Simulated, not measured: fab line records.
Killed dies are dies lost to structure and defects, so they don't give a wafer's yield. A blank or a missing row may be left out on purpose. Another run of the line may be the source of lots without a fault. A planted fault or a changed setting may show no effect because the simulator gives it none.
What tool caused it? ; flow gf180mcu ; Sampling: 14 lots, 42 wafers, 5 of 602 route steps

== WHAT EACH GAUGE READ, for each wafer ==
GF_VT_IMPLANT_TW_MEAS_21.
lot;measured;on;VT_IMPLANT_2_TW
L738;day 6 17:29;film_metro-01;1191 1192 1193
L740;day 7 07:03;film_metro-02;1210 1208 1214
L741;day 7 14:35;film_metro-03;1196 1188 1199
L742;day 7 19:31;film_metro-03;1190 1196 1195
L743;day 8 02:34;film_metro-01;1199 1202 1197
L744;day 8 07:42;film_metro-03;1190 1194 1193
L746;day 8 23:24;film_metro-02;1201 1207 1206
L747;day 9 00:45;film_metro-01;1194 1197 1198
L748;day 9 12:34;film_metro-03;1198 1203 1191
L749;day 9 16:04;film_metro-02;1205 1212 1208
L751;day 10 08:24;film_metro-03;1197 1200 1208
L753;day 10 16:52;film_metro-03;1203 1205 1205
L756;day 11 13:45;film_metro-02;1201 1208 1206
L758;day 12 01:43;film_metro-01;1188 1197 1198

GF_VT_IMPLANT_OVL_MEAS_29.
lot;measured;on;VT_IMPLANT_02_OVL (nm)
L738;day 7 09:45;overlay-02;2.3 1.7 -0.3
L740;day 7 23:17;overlay-02;0.1 -0.2 -1.8
L741;day 8 06:46;overlay-02;-0.5 0.5 -0.8
L742;day 8 11:51;overlay-01;-1.3 -1.8 -1.9
L743;day 8 18:51;overlay-02;-1.7 -2.5 -1.7
L744;day 9 01:01;overlay-02;-1.3 0.2 0.7
L746;day 9 17:00;overlay-02;-1.7 -1.5 -3.6
L747;day 9 18:20;overlay-02;-0.7 -0.9 0.0
L748;day 10 06:39;overlay-02;1.4 1.1 0.9
L749;day 10 10:31;overlay-02;-1.4 -1.8 -2.0
L751;day 11 02:50;overlay-01;-0.2 0.6 -0.5
L753;day 11 11:47;overlay-01;0.8 0.9 0.0
L756;day 12 08:46;overlay-02;1.8 -0.4 -1.1
L758;day 12 20:37;overlay-01;1.1 -0.1 2.2

GF_POLY_GATE_CD_MEAS_10 targets a cd of 280 nm.
lot;measured;on;cd_nm (nm)
L738;day 9 22:08;cd_sem-02;279.5 279.4 278.5
L740;day 10 11:32;cd_sem-02;280.6 280.8 280.3
L741;day 10 18:54;cd_sem-02;279.5 280.2 280.7
L742;day 11 02:51;cd_sem-01;281.5 282.8 282.7
L743;day 11 08:30;cd_sem-01;278.8 282.4 280.8
L744;day 11 14:07;cd_sem-01;279.7 279.6 280.6
L746;day 12 08:28;cd_sem-01;280.0 280.7 280.2
L747;day 12 10:13;cd_sem-01;280.3 280.0 279.7
L748;day 13 00:42;cd_sem-01;278.5 278.2 277.7
L749;day 13 04:09;cd_sem-02;278.8 278.6 280.1
L751;day 13 19:29;cd_sem-02;281.4 279.8 281.5
L753;day 14 08:30;cd_sem-01;279.4 279.2 279.7
L756;day 15 06:49;cd_sem-01;294.8 295.8 295.7
L758;day 15 18:17;cd_sem-01;294.7 293.0 293.2

GF_HV_LDD_CD_MEAS_07 targets a cd of 400 nm.
lot;measured;on;cd_nm (nm)
L738;day 10 18:27;cd_sem-02;402.0 400.8 398.2
L740;day 11 08:39;cd_sem-02;399.3 396.6 399.8
L741;day 11 15:56;cd_sem-01;398.7 399.5 399.6
L742;day 12 00:47;cd_sem-01;399.2 398.0 399.8
L743;day 12 06:21;cd_sem-01;399.6 399.2 402.1
L744;day 12 12:01;cd_sem-02;403.1 402.7 404.4
L746;day 13 06:18;cd_sem-02;400.3 400.2 401.7
L747;day 13 08:47;cd_sem-01;399.5 400.9 399.3
L748;day 13 23:21;cd_sem-01;401.7 400.6 398.3
L749;day 14 04:14;cd_sem-02;397.5 396.7 398.4
L751;day 14 19:10;cd_sem-02;397.3 397.4 398.4
L753;day 15 09:11;cd_sem-02;402.4 402.7 403.1
L756;day 16 07:13;cd_sem-02;402.6 402.9 400.2
L758;day 16 18:50;cd_sem-02;398.5 397.5 396.6

== WHAT TOOL EACH LOT RAN ON (gives the tool, then ch and the chambers of the sampled wafers, and finally the start) ==
lot;GF_POLY_GATE_SOFTBAKE_06
L738;litho_track-02 ch 0, day 9 13:00
L740;litho_track-03 ch 0, day 10 01:00
L741;litho_track-03 ch 0, day 10 09:00
L742;litho_track-03 ch 0, day 10 17:00
L743;litho_track-03 ch 0, day 10 22:00
L744;litho_track-03 ch 0, day 11 04:00
L746;litho_track-01 ch 0, day 11 22:00
L747;litho_track-02 ch 0, day 12 00:00
L748;litho_track-02 ch 0, day 12 13:00
L749;litho_track-03 ch 0, day 12 17:00
L751;litho_track-03 ch 0, day 13 09:00
L753;litho_track-02 ch 0, day 13 21:00
L756;litho_track-01 ch 0, day 14 19:00
L758;litho_track-01 ch 0, day 15 07:00
- GF_POLY_GATE_SOFTBAKE_06: time 60 s.

== WHAT THE TOOLS THEMSELVES READ (means of the sampled wafers that have a number; where no wafer has one, the mark that the record gives instead) ==
GF_POLY_GATE_SOFTBAKE_06.
lot;tool;heater_power_total_W (W);plate_temp_C (C)
L738;litho_track-02;93.07;129.89
L740;litho_track-03;93.06;129.98
L741;litho_track-03;93.04;129.98
L742;litho_track-03;93.09;130.09
L743;litho_track-03;93.06;129.93
L744;litho_track-03;93.04;130.02
L746;litho_track-01;93.04;130.12
L747;litho_track-02;93.06;130.10
L748;litho_track-02;93.03;130.10
L749;litho_track-03;93.04;129.77
L751;litho_track-03;93.00;130.06
L753;litho_track-02;93.07;129.97
L756;litho_track-01;86.50;123.13
L758;litho_track-01;86.46;122.88

== THE ANSWER, worked out from the rows above alone ==
Rule: the lots themselves supply what counts as usual. Put in order of their means at a reading, lots are off if they are a third of the lots or fewer, leave a main group of 4 or more, and stand apart from it by a gap of 3 or more times the standard deviation of the main group's means; of several such gaps the widest counts. A main group whose means are all the same, to the digits that the tables above print for the reading, isn't used. A lot without any number at a reading at which 4 lots or more have one is off too. Where the step has rows for the other lots, those lots are counted as sound. Order of review: gauges by route order, followed by the tools' own readings, for which a lot's mean as printed above is used. The first step at which some lot is off is used, and at that step the reading that is off furthest; a lot without a number counts as furthest.
Off: L756, L758 (GF_POLY_GATE_CD_MEAS_10, cd_nm). The main group has a mean of 280.1 nm with a standard deviation of 1.
A tool fits if, at a process step before that reading, it ran every lot that is off, and no sound lot after the first of them. Not tried: the gauges at GF_POLY_GATE_CD_MEAS_10; whatever is off there is also off at GF_POLY_GATE_SOFTBAKE_06, on other tools, and gauge error can't account for it. One candidate fits, namely litho_track-01 at GF_POLY_GATE_SOFTBAKE_06. A fault onset in the window from L746 (day 11 22:00, its last sound lot) to L756 (day 14 19:00, its first lot off) fits.
The tool's own readings at GF_POLY_GATE_SOFTBAKE_06 bear it out: on the lots that are off they differ by more than 5 times the standard deviation of the sound lots' means. heater_power_total_W reads 86.48 W there against 93.05 W on the sound lots; plate_temp_C reads 123.00 C there against 130.00 C on the sound lots.

== WHAT THE SIMULATOR HAD INSERTED ==
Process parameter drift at GF_POLY_GATE_SOFTBAKE_06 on litho_track-01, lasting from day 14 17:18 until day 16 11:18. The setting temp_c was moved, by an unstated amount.
Struck lots among those shown: L756, L758. This agrees with what the rule above found.
